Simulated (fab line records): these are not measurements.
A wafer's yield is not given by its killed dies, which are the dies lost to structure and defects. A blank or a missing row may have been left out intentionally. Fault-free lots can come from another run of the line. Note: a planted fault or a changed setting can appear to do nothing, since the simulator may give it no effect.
A struck lot beside a sound one :: flow gf180mcu :: 15 steps out of a route of 602
Sound: these wafers, L291.3, L291.4, L291.5. Struck: wafers L302.1, L302.3, L302.4. The cause is named last.
For every step that has rows: the tool of each side, followed by ch and its chambers, followed by its first start. Under that, the readings that differ: sound wafers :: struck wafers :: difference of the means :: sigmas: that difference in standard deviations of wafers without a fault.
alike: readings whose means differ by less than 2 such deviations, and words and numbers that are the same on both sides. not compared: withheld readings, readings that some wafer has no value for, bounds like >300 that may hide the same value, and numbers for which the record gives no deviation and whose values overlap.
The two part at a step that has a row with sigmas, a row that says differs or no value, or rows on one side only. Numbers that don't overlap but have no deviation are shown without sigmas and don't part them. A reading that every wafer of one side lacks parts them only if that side has two wafers or more.

GF_M3_SPUTTER_04: material TiN, target thk 50 nm, time 41.7 s.
  sound on pvd_sputter-02 at day 23 03:11; struck on pvd_sputter-04 at day 26 15:23
  alike: throttle_valve_pct
GF_M3_RS_MEAS_05: the measuring method here is four-point-probe.
  sound on film_metro-04 at day 23 03:16; struck on film_metro-01 at day 26 15:26
  alike: M3_ALCU_RS
GF_M3_THK_MEAS_06: measures by xrf.
  sound on film_metro-04 at day 23 03:22; struck on film_metro-01 at day 26 15:33
  alike: M3_ALCU_THK
then, 7 steps without rows for these wafers: GF_M3_DEHYDRATE_07 (time 60 s); GF_M3_HMDS_08 (prime time 60 s); GF_M3_COAT_09 (resist thk 1000 nm); GF_M3_SOFTBAKE_10 (time 60 s); GF_M3_EXPOSE_11 (exposes mask Metal3, target cd 280 nm); GF_M3_PEB_12 (peb time 90 s); GF_M3_DEVELOP_13 (develop time 60 s).
GF_M3_CD_MEAS_14: target cd 280 nm.
  sound on cd_sem-02 at day 24 01:38; struck on cd_sem-02 at day 27 11:30
  alike: cd_nm
GF_M3_OVL_MEAS_15:
  sound on overlay-01 at day 24 01:44; struck on overlay-02 at day 27 11:37
  alike: M3_OVL
GF_M3_METAL_ETCH_16: etches the open film in Cl2/BCl3, stops on SiO2, target depth 750.8 nm, time 121.9 s.
  sound on rie_metal-04 ch 0,1, day 24 01:47; struck on rie_metal-04 ch 0,1, day 27 11:39
reading: oes_product_au (a.u.)
sound: 1.000 1.000 0.997
struck: 0.733 0.725 0.733
difference: -0.269
sigmas: -43

reading: throttle_valve_pct (%)
sound: 28.218 28.221 28.217
struck: 28.512 28.511 28.523
difference: +0.297
sigmas: +30

reading: model.KrF_of_M3_COAT_09.thk_nm (nm)
sound: 688.4 686.9 692.2
struck: 820.7 816.1 818.3
difference: +129.2
sigmas: 
  alike: drypump_motor_current_A
  not compared: rf_hours_counter_h
GF_M3_STRIP_17: strips in O2/N2.
  sound on plasma_asher-02 ch 0,1, day 24 01:55; struck on plasma_asher-02 ch 0,1, day 27 11:47
reading: oes_product_au (a.u.)
sound: 0.543 0.542 0.546
struck: 0.593 0.586 0.592
difference: +0.047
sigmas: +10

reading: strip_time_to_endpoint_s (s)
sound: 7.43 7.41 7.45
struck: 8.72 8.66 8.69
difference: +1.26
sigmas: +26
  alike: drypump_motor_current_A, heater_power_w
  not compared: rf_hours_counter_h
then, 1 step without rows for these wafers: GF_M3_STRIP_18 (strips in post etch residue remover, time 1200 s).

## WHERE THEY PART
At GF_M3_METAL_ETCH_16 first; at GF_M3_STRIP_17 last (within this record only).

WHY: the cause the simulator had injected
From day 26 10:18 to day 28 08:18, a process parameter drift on rie_metal-04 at GF_M3_METAL_ETCH_16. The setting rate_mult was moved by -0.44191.
